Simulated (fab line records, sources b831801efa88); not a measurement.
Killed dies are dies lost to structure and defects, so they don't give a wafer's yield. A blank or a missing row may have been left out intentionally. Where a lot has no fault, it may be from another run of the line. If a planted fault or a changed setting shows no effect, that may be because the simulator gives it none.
fab line records	flow sfq_line
record lots=7	wafers=21	last_day=91
route steps=325 shown M7@285 I7@296 M8@311
lots that met no fault: taken from a fault-free run of the same line
start_h: start of the lot's first displayed wafer, in hours after the record's first day	wait_h: hours since the lot's step before	" the same as in the row above	L1.1+2: one row covering several wafers at once	- no value, or no start given	* or withheld: withheld	< > ~ a bound
route shown NAME@n: a module of which the file shows steps, and the number in the route of the first	usual: mean/standard deviation of fault-free wafers	same: alike in all rows	chamber/n: place in a boat	sites: each site's reading	_std_site: the standard deviation of these	_edge_site: outer sites' mean less inner sites'	radius_mm: how far each site lies from the wafer's centre	mask NAME#n: copy n	behind: the last tool/chamber to shape the wafer	hold: reason for holding the lot/hours on hold/outcome of the hold	device: names the non-switching transistor (n, p or np)	end of line: tests run on the same wafers once the route is complete	a step given without rows: its recipe and nothing more	killed: dies that structure and defects cost at the first sort, which is not the same as the wafer's yield	map: a wafer's dies, x killed, . not, _ none there
set.NAME: setting as actually run; set.NAME@STEP: the setting as run at that earlier step	model.NAME: the simulator's own value behind a step, which no gauge read
lots at selected steps of the route; one table per step, one row per wafer
services: a tool's chamber out of use, with start hour (start_h, from the record's first day; less than 0 if before it), hours out, and reason
## steps
# step SFQ_TRILAYER_M7_LITHO_COAT_182
# recipe resist=BARC	spin_rpm=3000	resist_thk_nm=62
# step SFQ_TRILAYER_M7_LITHO_COAT_177
# recipe resist=KrF	spin_rpm=3000	resist_thk_nm=600
# step SFQ_TRILAYER_M7_LITHO_SOFTBAKE_181
# recipe temp_c=withheld	time_s=withheld	resist=KrF
# step SFQ_TRILAYER_M7_LITHO_EXPOSE_178
# recipe mask_id=M7	na=0.6	source_shape=conventional	sigma_outer=0.65	target_cd_nm=500	dose_mj=14.4
# step SFQ_TRILAYER_M7_LITHO_PEB_180
# recipe peb_temp_c=115	peb_time_s=60	resist=KrF
# step SFQ_TRILAYER_M7_LITHO_DEVELOP_179
# recipe time_s=60	resist=KrF
# step SFQ_M7_OVL_MEAS_945
# usual M7_OVL=1/5.3
lot.wafer	tool	chamber	start_h	wait_h	M7_OVL[nm]
L371.2	overlay-02	-	1892.37	0.1	6
L371.3	"	-	"	"	2
L371.5	"	-	"	"	3
L376.2	overlay-02	-	1935.40	0.1	1
L376.4	"	-	"	"	-4
L376.5	"	-	"	"	0
L388.1	overlay-02	-	1995.76	0.1	11
L388.2	"	-	"	"	1
L388.3	"	-	"	"	12
L389.2	overlay-02	-	1996.97	0.1	8
L389.3	"	-	"	"	6
L389.4	"	-	"	"	0
L390.2	overlay-02	-	1998.17	0.1	7
L390.3	"	-	"	"	3
L390.5	"	-	"	"	9
L391.2	overlay-02	-	2000.57	0.1	6
L391.3	"	-	"	"	1
L391.4	"	-	"	"	4
L392.1	overlay-02	-	2001.76	0.1	-5
L392.3	"	-	"	"	-1
L392.6	"	-	"	"	1
# step SFQ_TRILAYER_M7_BARC_OPEN_METAL_ETCH_229
# recipe mask_material=PR	chemistry=O2	target_depth_nm=125	target=BARC	icp_w=600	bias_w=80	pressure_mtorr=10	time_s=41.7
# step SFQ_TRILAYER_M7_ETCH_METAL_ETCH_180
# recipe target=Nb	stop_on=SiO2	mask_material=PR	chemistry=Cl2/Ar	target_depth_nm=240	icp_w=600	bias_w=80	pressure_mtorr=10	time_s=120
# usual drypump_motor_current_A=6.2/0.38	oes_product_au=0.896/0.0073
lot.wafer	tool	chamber	start_h	wait_h	drypump_motor_current_A	oes_product_au	rf_hours_counter_h
L371.2	rie_metal-04	1	1892.46	0.0	6.6	0.899	71
L371.3	"	0	"	"	6.5	0.899	-
L371.5	"	0	"	"	6.5	0.904	-
L376.2	rie_metal-04	1	1935.49	0.0	6.6	0.904	78
L376.4	"	1	"	"	6.6	0.910	-
L376.5	"	1	"	"	6.6	0.909	-
L388.1	rie_metal-02	1	1995.86	0.0	5.5	0.891	89
L388.2	"	0	"	"	6.1	0.895	2
L388.3	"	1	"	"	5.6	0.885	-
L389.2	rie_metal-03	1	1997.06	0.0	6.1	0.895	126
L389.3	"	1	"	"	6.1	0.895	-
L389.4	"	0	"	"	6.4	0.895	-
L390.2	rie_metal-03	1	1998.26	0.0	6.0	0.900	127
L390.3	"	1	"	"	6.0	0.901	-
L390.5	"	0	"	"	6.4	0.884	-
L391.2	rie_metal-04	1	2000.66	0.0	6.6	0.887	88
L391.3	"	1	"	"	6.6	0.893	-
L391.4	"	0	"	"	6.5	0.903	-
L392.1	rie_metal-04	0	2001.86	0.0	6.5	0.893	79
L392.3	"	1	"	"	6.6	0.899	-
L392.6	"	0	"	"	6.4	0.892	-
# step SFQ_TRILAYER_M7_STRIP_STRIP_181
# recipe gas=O2	power_w=200	platen_temp_c=40	overash_fraction=0.65	chemistry=O2	pressure_mtorr=50
# usual drypump_motor_current_A=6.2/0.38	oes_product_au=1.000/0.0079
# same overash_fraction=0.65
lot.wafer	tool	chamber	start_h	wait_h	drypump_motor_current_A	oes_product_au	rf_hours_counter_h
L371.2	rie_metal-04	1	1892.58	0.1	6.7	1.010	71
L371.3	"	0	"	"	6.5	1.000	-
L371.5	"	0	"	"	6.4	1.010	-
L376.2	rie_metal-04	1	1935.61	0.1	6.6	1.004	78
L376.4	"	1	"	"	6.6	1.002	-
L376.5	"	1	"	"	6.6	1.002	-
L388.1	rie_metal-02	1	1995.98	0.1	5.6	0.987	89
L388.2	"	0	"	"	6.0	1.001	2
L388.3	"	1	"	"	5.6	0.992	-
L389.2	rie_metal-03	1	1997.18	0.1	6.1	1.007	126
L389.3	"	1	"	"	6.0	1.009	-
L389.4	"	0	"	"	6.4	1.008	-
L390.2	rie_metal-03	1	1998.38	0.1	6.1	0.999	127
L390.3	"	1	"	"	6.0	1.003	-
L390.5	"	0	"	"	6.4	1.000	-
L391.2	rie_metal-04	1	2000.78	0.1	6.6	1.002	89
L391.3	"	1	"	"	6.6	1.009	-
L391.4	"	0	"	"	6.4	1.008	-
L392.1	rie_metal-04	0	2001.98	0.1	6.5	1.002	79
L392.3	"	1	"	"	6.6	1.004	-
L392.6	"	0	"	"	6.5	1.008	-
# step SFQ_TRILAYER_M7_STRIP_SOLV_CLEAN_182
# recipe chemistry=NMP	temp_c=70	time_s=600
# step SFQ_TRILAYER_I7_DEP_PECVD_183
# recipe material=SiO2	temp_c=150	time_s=111.11	pressure_torr=2.4	rf_w=183.3	precursor=SiH4/N2O	target_thk_nm=500
# usual heater_power_w=95/9.6	throttle_valve_pct=24.2/0.83
lot.wafer	tool	chamber	start_h	wait_h	heater_power_w	throttle_valve_pct
L371.2	pecvd-04	2	1893.36	0.0	86	24.0
L371.3	"	1	"	"	89	24.7
L371.5	"	1	"	"	75	24.7
L376.2	pecvd-04	2	1936.39	0.0	90	24.1
L376.4	"	1	"	"	90	24.8
L376.5	"	0	"	"	94	23.5
L388.1	pecvd-04	1	1996.76	0.0	76	25.3
L388.2	"	2	"	"	88	24.2
L388.3	"	0	"	"	94	23.5
L389.2	pecvd-02	1	1997.97	0.0	77	25.3
L389.3	"	0	"	"	100	23.5
L389.4	"	2	"	"	93	25.4
L390.2	pecvd-01	1	1999.16	0.0	103	22.7
L390.3	"	0	"	"	102	24.7
L390.5	"	0	"	"	83	24.5
L391.2	pecvd-04	2	2001.56	0.0	82	24.4
L391.3	"	0	"	"	89	23.6
L391.4	"	0	"	"	92	23.6
L392.1	pecvd-02	1	2002.76	0.0	94	25.3
L392.3	"	2	"	"	110	25.2
L392.6	"	0	"	"	87	23.7
# step SFQ_TRILAYER_I7_CMP_CMP_184
# recipe material=SiO2	down_force_psi=3	platen_rpm=60	pad_velocity_m_s=0.94248
# usual motor_current_A=9.7/0.92	time_to_endpoint_s=212/6.3
lot.wafer	tool	chamber	start_h	wait_h	motor_current_A	time_to_endpoint_s	model.SiO2_of_TRILAYER_I7_DEP_PECVD_183.thk_nm
L371.3	cmp-01	1	1894.54	1.1	8.8	222	200.3
L371.2	"	3	1895.54	2.1	10.0	215	199.6
L371.5	"	0	"	"	8.2	211	200
L376.2	cmp-02	0	1936.46	0.0	9.5	210	199.3
L376.4	"	2	1937.46	1.0	9.9	218	198.8
L376.5	"	0	1938.46	2.0	10.1	215	198.3
L388.1	cmp-02	3	1998.85	2.0	10.6	278	303.8
L388.3	"	0	"	"	9.9	273	301.8
L388.2	"	1	"	"	10.0	281	305.2
L389.2	cmp-01	0	1999.61	1.6	8.4	200	199.7
L389.3	"	1	"	"	8.9	205	199.5
L389.4	"	2	"	"	9.0	209	200.8
L390.3	cmp-02	3	2001.85	2.6	11.1	274	302.2
L390.2	"	0	"	"	10.5	272	303.5
L390.5	"	0	2004.35	5.1	9.9	216	199.4
L391.3	cmp-02	2	2004.85	3.2	10.0	276	302.7
L391.4	"	3	"	"	10.9	212	199.6
L391.2	"	1	2006.35	4.7	10.7	278	304.8
L392.3	cmp-01	2	2006.11	3.3	9.9	214	197.4
L392.1	"	0	2007.11	4.3	8.6	210	199.2
L392.6	"	1	"	"	8.9	214	199.1
# step SFQ_I7_BOW_MEAS_946
# recipe mode=bow
# usual I7_BOW=8/9.8
lot.wafer	tool	chamber	start_h	wait_h	I7_BOW[um]
L371.2	film_metro-04	-	1897.06	1.0	1
L371.3	"	-	"	"	-1
L371.5	"	-	"	"	5
L376.2	film_metro-01	-	1939.48	2.5	25
L376.4	"	-	"	"	-1
L376.5	"	-	"	"	13
L388.1	film_metro-01	-	2001.85	2.5	6
L388.2	"	-	"	"	9
L388.3	"	-	"	"	18
L389.2	film_metro-04	-	2002.63	2.5	20
L389.3	"	-	"	"	-3
L389.4	"	-	"	"	-3
L390.2	film_metro-03	-	2004.87	2.0	10
L390.3	"	-	"	"	-10
L390.5	"	-	"	"	3
L391.2	film_metro-04	-	2007.87	1.0	2
L391.3	"	-	"	"	0
L391.4	"	-	"	"	11
L392.1	film_metro-03	-	2008.61	1.0	15
L392.3	"	-	"	"	8
L392.6	"	-	"	"	7
# step SFQ_TRILAYER_I7_METRO_MEASURE_185
# usual thk_nm=199.3/0.83
lot.wafer	tool	chamber	start_h	wait_h	thk_nm
L371.2	film_metro-04	-	1897.36	0.3	199.7
L371.3	"	-	"	"	200.3
L371.5	"	-	"	"	200.2
L376.2	film_metro-01	-	1939.78	0.3	199.4
L376.4	"	-	"	"	198.7
L376.5	"	-	"	"	198.4
L388.1	film_metro-01	-	2001.97	0.1	303.9
L388.2	"	-	"	"	305.3
L388.3	"	-	"	"	302.0
L389.2	film_metro-04	-	2002.93	0.3	199.9
L389.3	"	-	"	"	199.6
L389.4	"	-	"	"	200.9
L390.2	film_metro-03	-	2005.17	0.3	303.3
L390.3	"	-	"	"	302.2
L390.5	"	-	"	"	199.4
L391.2	film_metro-04	-	2008.17	0.3	304.7
L391.3	"	-	"	"	302.7
L391.4	"	-	"	"	199.6
L392.1	film_metro-03	-	2008.73	0.1	199.1
L392.3	"	-	"	"	197.5
L392.6	"	-	"	"	199.2
# step SFQ_TRILAYER_I7_VIA_LITHO_COAT_192
# recipe resist=BARC	spin_rpm=3000	resist_thk_nm=62
# step SFQ_TRILAYER_I7_VIA_LITHO_COAT_187
# recipe resist=KrF	spin_rpm=3000	resist_thk_nm=650
# step SFQ_TRILAYER_I7_VIA_LITHO_SOFTBAKE_191
# recipe temp_c=withheld	time_s=withheld	resist=KrF
# step SFQ_TRILAYER_I7_VIA_LITHO_EXPOSE_188
# recipe mask_id=I7	na=0.6	source_shape=conventional	sigma_outer=0.65	target_cd_nm=1000	dose_mj=21.3
# step SFQ_TRILAYER_I7_VIA_LITHO_PEB_190
# recipe peb_temp_c=115	peb_time_s=60	resist=KrF
# step SFQ_TRILAYER_I7_VIA_LITHO_DEVELOP_189
# recipe time_s=60	resist=KrF
# step SFQ_I7_OVL_MEAS_947
# usual I7_OVL=2/5.5
lot.wafer	tool	chamber	start_h	wait_h	I7_OVL[nm]
L371.2	overlay-01	-	1985.27	0.1	5
L371.3	"	-	"	"	9
L371.5	"	-	"	"	17
L376.2	overlay-02	-	2035.37	0.1	-2
L376.4	"	-	"	"	1
L376.5	"	-	"	"	-1
L388.1	overlay-01	-	2090.15	0.1	6
L388.2	"	-	"	"	4
L388.3	"	-	"	"	0
L389.2	overlay-02	-	2091.35	0.1	4
L389.3	"	-	"	"	-1
L389.4	"	-	"	"	4
L390.2	overlay-01	-	2092.55	0.1	6
L390.3	"	-	"	"	4
L390.5	"	-	"	"	4
L391.2	overlay-01	-	2094.95	0.1	-3
L391.3	"	-	"	"	1
L391.4	"	-	"	"	2
L392.1	overlay-02	-	2096.15	0.1	0
L392.3	"	-	"	"	2
L392.6	"	-	"	"	1
# step SFQ_TRILAYER_I7_VIA_BARC_OPEN_VIA_ETCH_260
# recipe mask_material=PR	chemistry=O2	target_depth_nm=125	target=BARC	source_w=500	bias_w=80	pressure_mtorr=30	time_s=41.7
# usual drypump_motor_current_A=5.7/0.36	oes_product_au=0.685/0.0042
lot.wafer	tool	chamber	start_h	wait_h	drypump_motor_current_A	oes_product_au	rf_hours_counter_h
L371.2	rie_diel-04	0	1985.30	0.0	5.5	0.694	15
L371.3	"	1	"	"	6.2	0.688	4
L371.5	"	0	"	"	5.5	0.681	-
L376.2	rie_diel-01	2	2035.40	0.0	5.5	0.690	18
L376.4	"	3	"	"	5.4	0.684	12
L376.5	"	1	"	"	5.4	0.683	-
L388.1	rie_diel-01	0	2090.18	0.0	6.3	0.691	11
L388.2	"	1	"	"	5.4	0.687	21
L388.3	"	2	"	"	5.5	0.687	20
L389.2	rie_diel-02	0	2091.38	0.0	5.9	0.686	8
L389.3	"	1	"	"	5.1	0.682	3
L389.4	"	3	"	"	6.2	0.691	18
L390.2	rie_diel-04	2	2092.58	0.0	5.5	0.679	2
L390.3	"	3	"	"	5.9	0.685	10
L390.5	"	3	"	"	5.9	0.686	-
L391.2	rie_diel-01	0	2094.98	0.0	6.3	0.692	11
L391.3	"	1	"	"	5.4	0.683	21
L391.4	"	2	"	"	5.5	0.686	20
L392.1	rie_diel-02	0	2096.18	0.0	5.9	0.680	8
L392.3	"	1	"	"	5.1	0.688	3
L392.6	"	0	"	"	5.9	0.682	-
# step SFQ_TRILAYER_I7_VIA_ETCH_VIA_ETCH_190
# recipe target=SiO2	stop_on=Nb	mask_material=PR	taper_deg=20	chemistry=CHF3	target_depth_nm=260	source_w=500	bias_w=80	pressure_mtorr=30	time_s=withheld
# usual drypump_motor_current_A=5.7/0.36	oes_product_au=0.853/0.0053
lot.wafer	tool	chamber	start_h	wait_h	drypump_motor_current_A	oes_product_au	model.I7.feature_depth_nm	model.etch.depth_nm
L371.2	rie_diel-04	0	1985.34	0.0	5.4	0.846	199.6	199.6
L371.3	"	1	"	"	6.2	0.867	200.3	200.3
L371.5	"	0	"	"	5.5	0.852	200	200
L376.2	rie_diel-01	2	2035.44	0.0	5.5	0.849	199.3	199.3
L376.4	"	3	"	"	5.4	0.847	198.8	198.8
L376.5	"	1	"	"	5.4	0.851	198.3	198.3
L388.1	rie_diel-01	0	2090.22	0.0	6.3	0.994	257.9	257.9
L388.2	"	1	"	"	5.4	0.997	257.1	257.1
L388.3	"	2	"	"	5.5	0.995	258.2	258.2
L389.2	rie_diel-02	0	2091.42	0.0	6.0	0.852	199.7	199.7
L389.3	"	1	"	"	5.2	0.855	199.5	199.5
L389.4	"	3	"	"	6.2	0.862	200.8	200.8
L390.2	rie_diel-04	2	2092.62	0.0	5.4	0.997	256.6	256.6
L390.3	"	3	"	"	5.9	1.003	260.4	260.4
L390.5	"	3	"	"	5.9	0.856	199.4	199.4
L391.2	rie_diel-01	0	2095.02	0.0	6.3	1.009	262.6	262.6
L391.3	"	1	"	"	5.4	1.005	259.8	259.8
L391.4	"	2	"	"	5.5	0.860	199.6	199.6
L392.1	rie_diel-02	0	2096.22	0.0	5.9	0.854	199.2	199.2
L392.3	"	1	"	"	5.2	0.849	197.4	197.4
L392.6	"	0	"	"	5.9	0.863	199.1	199.1
# step SFQ_TRILAYER_I7_VIA_STRIP_STRIP_191
# recipe gas=O2	power_w=200	platen_temp_c=40	overash_fraction=0.65	chemistry=O2	pressure_mtorr=50
# usual drypump_motor_current_A=6.0/0.48	oes_product_au=0.999/0.0078
# same overash_fraction=0.65
lot.wafer	tool	chamber	start_h	wait_h	drypump_motor_current_A	oes_product_au	rf_hours_counter_h
L371.2	rie_metal-04	0	1985.45	-	6.5	1.013	76
L371.3	"	0	"	"	6.4	1.011	-
L371.5	"	0	"	"	6.4	1.007	-
L376.2	rie_metal-04	1	2035.55	-	6.7	0.998	94
L376.4	"	1	"	"	6.6	1.002	-
L376.5	"	0	"	"	6.5	0.996	-
L388.1	rie_metal-01	1	2090.33	-	5.6	1.001	13
L388.2	"	0	"	"	5.4	0.990	98
L388.3	"	1	"	"	5.6	1.016	-
L389.2	rie_metal-02	0	2091.53	-	6.1	0.990	17
L389.3	"	0	"	"	6.1	0.995	-
L389.4	"	1	"	"	5.6	0.991	-
L390.2	rie_metal-04	1	2092.73	-	6.6	0.986	102
L390.3	"	1	"	"	6.6	0.994	-
L390.5	"	0	"	"	6.5	1.003	-
L391.2	rie_metal-01	0	2095.13	-	5.4	0.982	98
L391.3	"	0	"	"	5.4	0.982	-
L391.4	"	1	"	"	5.6	0.984	-
L392.1	rie_metal-02	0	2096.33	-	6.0	0.994	17
L392.3	"	1	"	"	5.6	1.003	-
L392.6	"	1	"	"	5.6	1.003	-
# step SFQ_TRILAYER_I7_VIA_STRIP_SOLV_CLEAN_192
# recipe chemistry=NMP	temp_c=70	time_s=600
# step SFQ_TRILAYER_M8_LITHO_LOR_COAT_197
# recipe resist=lift-off	spin_rpm=3000
# step SFQ_TRILAYER_M8_LITHO_LOR_BAKE_198
# recipe resist=lift-off	temp_c=withheld	time_s=withheld
# step SFQ_TRILAYER_M8_LITHO_COAT_193
# recipe resist=KrF	spin_rpm=3000	resist_thk_nm=600
# step SFQ_TRILAYER_M8_LITHO_SOFTBAKE_199
# recipe temp_c=withheld	time_s=withheld	resist=KrF
# step SFQ_TRILAYER_M8_LITHO_EXPOSE_194
# recipe mask_id=M8	na=0.6	source_shape=conventional	sigma_outer=0.65	target_cd_nm=2000	dose_mj=14.4
# step SFQ_TRILAYER_M8_LITHO_PEB_196
# recipe peb_temp_c=115	peb_time_s=60	resist=KrF
# step SFQ_TRILAYER_M8_LITHO_DEVELOP_195
# recipe img_clear_s=15	time_s=55	resist=KrF
# step SFQ_M8_OVL_MEAS_948
# usual M8_OVL=2/4.2
lot.wafer	tool	chamber	start_h	wait_h	M8_OVL[nm]
L371.2	overlay-02	-	1990.82	0.1	4
L371.3	"	-	"	"	5
L371.5	"	-	"	"	1
L376.2	overlay-01	-	2125.07	0.1	-4
L376.4	"	-	"	"	7
L376.5	"	-	"	"	-2
L388.1	overlay-02	-	2175.00	0.1	-1
L388.2	"	-	"	"	-3
L388.3	"	-	"	"	3
L389.2	overlay-02	-	2176.21	0.1	11
L389.3	"	-	"	"	4
L389.4	"	-	"	"	10
L390.2	overlay-02	-	2177.41	0.1	7
L390.3	"	-	"	"	1
L390.5	"	-	"	"	1
L391.2	overlay-02	-	2179.81	0.1	-2
L391.3	"	-	"	"	1
L391.4	"	-	"	"	-4
L392.1	overlay-02	-	2181.00	0.1	5
L392.3	"	-	"	"	4
L392.6	"	-	"	"	-3
# step SFQ_TRILAYER_M8_DEP_EVAP_197
# recipe material=Ti	angular_spread_deg=1	target_thk_nm=20	time_s=100	power_w=2000
# step SFQ_TRILAYER_M8_DEP_EVAP_198
# recipe material=Pt	angular_spread_deg=1	target_thk_nm=50	time_s=250	power_w=2000
# step SFQ_TRILAYER_M8_DEP_EVAP_196
# recipe material=Au	angular_spread_deg=1	target_thk_nm=180	time_s=900	power_w=2000
# step SFQ_M8_RS_MEAS_949
# recipe thk_meas_gauge=four-point-probe	reads=Au_of_TRILAYER_M8_DEP_EVAP_196+Pt_of_TRILAYER_M8_DEP_EVAP_198+Ti_of_TRILAYER_M8_DEP_EVAP_197
# usual M8_AU_RS=0.1535/0.0013
lot.wafer	tool	chamber	start_h	wait_h	M8_AU_RS[ohm/sq]
L371.2	film_metro-04	-	1991.61	0.3	0.1569
L371.3	"	-	"	"	0.1546
L371.5	"	-	"	"	0.1575
L376.2	film_metro-01	-	2125.86	0.3	0.1550
L376.4	"	-	"	"	0.1541
L376.5	"	-	"	"	0.1539
L388.1	film_metro-04	-	2175.78	0.3	0.1534
L388.2	"	-	"	"	0.1521
L388.3	"	-	"	"	0.1545
L389.2	film_metro-04	-	2177.00	0.3	0.1539
L389.3	"	-	"	"	0.1530
L389.4	"	-	"	"	0.1542
L390.2	film_metro-04	-	2178.20	0.3	0.1555
L390.3	"	-	"	"	0.1539
L390.5	"	-	"	"	0.1537
L391.2	film_metro-04	-	2180.60	0.3	0.1544
L391.3	"	-	"	"	0.1546
L391.4	"	-	"	"	0.1537
L392.1	film_metro-01	-	2181.78	0.3	0.1539
L392.3	"	-	"	"	0.1534
L392.6	"	-	"	"	0.1542
# step SFQ_M8_THK_MEAS_950
# recipe thk_meas_gauge=xrf	reads=Au_of_TRILAYER_M8_DEP_EVAP_196
# usual M8_AU_THK=184.5/2
lot.wafer	tool	chamber	start_h	wait_h	M8_AU_THK[nm]
L371.2	film_metro-04	-	1991.72	0.1	180.0
L371.3	"	-	"	"	183.4
L371.5	"	-	"	"	178.9
L376.2	film_metro-01	-	2125.97	0.1	183.4
L376.4	"	-	"	"	184.6
L376.5	"	-	"	"	184.8
L388.1	film_metro-04	-	2175.90	0.1	182.5
L388.2	"	-	"	"	184.8
L388.3	"	-	"	"	181.8
L389.2	film_metro-04	-	2177.11	0.1	182.4
L389.3	"	-	"	"	184.4
L389.4	"	-	"	"	181.7
L390.2	film_metro-04	-	2178.31	0.1	180.8
L390.3	"	-	"	"	182.1
L390.5	"	-	"	"	183.3
L391.2	film_metro-04	-	2180.71	0.1	182.1
L391.3	"	-	"	"	181.2
L391.4	"	-	"	"	183.9
L392.1	film_metro-01	-	2181.90	0.1	183.2
L392.3	"	-	"	"	184.4
L392.6	"	-	"	"	183.6
# step SFQ_TRILAYER_M8_LIFTOFF_LIFTOFF_197
# recipe temp_c=80	time_s=600	chemistry=NMP
# step SFQ_M8_BOW_MEAS_951
# recipe mode=bow
# usual M8_BOW=9/9.5
lot.wafer	tool	chamber	start_h	wait_h	M8_BOW[um]	model.etest.i7.link_ohm
L371.2	film_metro-04	-	1991.97	0.0	1	1.039
L371.3	"	-	"	"	2	1.034
L371.5	"	-	"	"	6	1.038
L376.2	film_metro-04	-	2126.23	0.0	25	1.034
L376.4	"	-	"	"	-1	1.027
L376.5	"	-	"	"	13	1.035
L388.1	film_metro-01	-	2176.14	0.0	5	1e+06
L388.2	"	-	"	"	9	1e+06
L388.3	"	-	"	"	18	1e+06
L389.2	film_metro-01	-	2177.53	0.0	20	1.045
L389.3	"	-	"	"	0	1.037
L389.4	"	-	"	"	-2	1.048
L390.2	film_metro-01	-	2178.56	0.0	10	1e+06
L390.3	"	-	"	"	-10	1e+06
L390.5	"	-	"	"	4	1.052
L391.2	film_metro-02	-	2180.96	0.0	4	1e+06
L391.3	"	-	"	"	2	1e+06
L391.4	"	-	"	"	12	1.056
L392.1	film_metro-02	-	2182.31	0.0	18	1.056
L392.3	"	-	"	"	8	1.045
L392.6	"	-	"	"	9	1.048
## services
tool	chamber	start_h	hours	kind
cmp-01	-	1872.22	0.3	repair
cmp-02	-	1872.40	1.5	repair
rie_diel-01	-	1874.91	28.1	pm
film_metro-04	-	1875.92	12.7	pm
rie_metal-04	-	1882.24	4.3	pm
rie_diel-02	1	1884.70	3.0	repair
rie_diel-04	3	1900.63	10.0	repair
cmp-01	-	1903.64	5.6	pm
cmp-01	-	1914.23	1.6	repair
rie_metal-04	-	1916.54	2.8	pm
rie_metal-02	-	1919.31	0.6	repair
rie_diel-02	1	1929.05	21.4	repair
film_metro-04	-	1943.18	1.6	pm
cmp-02	-	1952.89	4.0	pm
rie_metal-02	-	1977.56	2.8	pm
cmp-01	-	1978.03	3.6	repair
rie_metal-02	-	1981.10	0.8	repair
rie_diel-02	-	2007.08	0.6	repair
pecvd-04	1	2022.12	2.1	repair
rie_diel-01	-	2028.37	0.7	repair
cmp-02	-	2053.64	1.5	repair
rie_diel-02	0	2062.10	8.3	repair
rie_diel-04	3	2067.94	2.4	repair
cmp-02	-	2078.98	15.9	pm
## key
first_sign step=SFQ_TRILAYER_I7_CMP_CMP_184	reading=time_to_endpoint_s	direction=up	sigmas=10	usual=*	struck=*
effect step=SFQ_TRILAYER_I7_METRO_MEASURE_185	reading=thk_nm	direction=up	sigmas=99+	usual=199.3	struck=303.4
effect step=SFQ_TRILAYER_I7_VIA_ETCH_VIA_ETCH_190	reading=oes_product_au	direction=up	sigmas=28	usual=0.853	struck=1.000
model_effect step=SFQ_TRILAYER_I7_CMP_CMP_184	value=SiO2_of_TRILAYER_I7_DEP_PECVD_183.thk_nm	without=199.7	struck=303.4
model_effect step=SFQ_TRILAYER_I7_VIA_ETCH_VIA_ETCH_190	value=I7.feature_depth_nm	without=199.7	struck=258.9
model_effect step=SFQ_M8_BOW_MEAS_951	value=etest.i7.link_ohm	without=1.053	struck=1e+06
met_at SFQ_TRILAYER_I7_CMP_CMP_184
struck_wafers L388.1,L388.2,L388.3,L390.2,L390.3,L391.2,L391.3
fault kind=process_parameter_drift	tool=cmp-02	chamber=-	onset_h=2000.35	steps=SFQ_TRILAYER_I7_CMP_CMP_184	channel=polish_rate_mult	offset=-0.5	shape=step	end_h=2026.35	scope=struck_wafers_only
